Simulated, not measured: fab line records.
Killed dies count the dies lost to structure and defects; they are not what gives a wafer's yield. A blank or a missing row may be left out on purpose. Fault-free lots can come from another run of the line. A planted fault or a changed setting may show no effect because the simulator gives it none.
The tool behind it: which one? + flow gf180mcu + 6 lots, 18 wafers sampled, at 3 steps of a route of 602

## WHAT THE GAUGES SHOWED, per wafer
GF_VT_IMPLANT_RS_MEAS_47: uses a four-point probe to measure.
| lot  | measured     | on            | NWELL_RS (ohm/sq) |
|------|--------------|---------------|-------------------|
| L830 | day 8 09:08  | film_metro-02 | 491.1 490.7 490.8 |
| L833 | day 9 05:58  | film_metro-04 | 491.4 489.9 488.3 |
| L839 | day 10 22:10 | film_metro-04 | 442.1 442.4 440.7 |
| L842 | day 11 19:30 | film_metro-04 | 486.0 487.5 486.5 |
| L846 | day 12 20:17 | film_metro-04 | 486.7 486.5 487.1 |
| L849 | day 13 19:59 | film_metro-01 | 487.0 486.6 486.7 |

## TOOL THAT RAN EACH LOT (tool first, then ch and the chambers of the sampled wafers, then the start)
| lot  | GF_NWELL_IMPLANT_08            | GF_MVPSD_STRIP_10                    |
|------|--------------------------------|--------------------------------------|
| L830 | implanter-04 ch 0, day 3 22:28 | plasma_asher-03 ch 0,1, day 5 17:19  |
| L833 | implanter-04 ch 0, day 4 17:08 | plasma_asher-04 ch 0,1, day 6 12:58  |
| L839 | implanter-04 ch 0, day 6 01:05 | plasma_asher-03 ch 0,1, day 8 01:22  |
| L842 | implanter-03 ch 0, day 6 17:35 | plasma_asher-04 ch 0,1, day 8 18:54  |
| L846 | implanter-02 ch 0, day 7 15:13 | plasma_asher-03 ch 0,1, day 9 18:03  |
| L849 | implanter-03 ch 0, day 8 07:03 | plasma_asher-04 ch 0,1, day 10 14:26 |
- GF_NWELL_IMPLANT_08
- GF_MVPSD_STRIP_10: strips in O2/N2.

## THE ANSWER, worked out from the rows above alone
Rule: what is usual is taken from the lots themselves. Put in order of their means at a reading, lots are off if they are a third of the lots or fewer, leave a main group of 4 or more, and stand apart from it by a gap of 3 or more times the standard deviation of the main group's means; of several such gaps the widest counts. A main group whose means are all the same, to the digits that the tables above print for the reading, isn't used. Also off: a lot with no number at a reading for which 4 or more lots have one. Any other lot the step has rows for is counted as sound.
Off: L839, seen at GF_VT_IMPLANT_RS_MEAS_47 (NWELL_RS). The main group has a mean of 488.2 ohm/sq with a standard deviation of 1.8.
If a tool, at a process step before that reading, ran all the lots that are off and no sound lot after the first of them, it fits. Those tools and the gauges at GF_VT_IMPLANT_RS_MEAS_47 are tried in the same way. One fits: GF_NWELL_IMPLANT_08 on implanter-04. Its last sound lot is L833 (day 4 17:08), its first lot that is off L839 (day 6 01:05): a fault that began between those two fits.

## WHAT WAS PUT IN BY THE SIMULATOR
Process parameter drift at GF_NWELL_IMPLANT_08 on implanter-04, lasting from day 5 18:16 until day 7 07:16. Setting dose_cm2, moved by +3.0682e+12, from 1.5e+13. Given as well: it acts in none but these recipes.
Struck lots among those shown: L839. The rule above found the same.
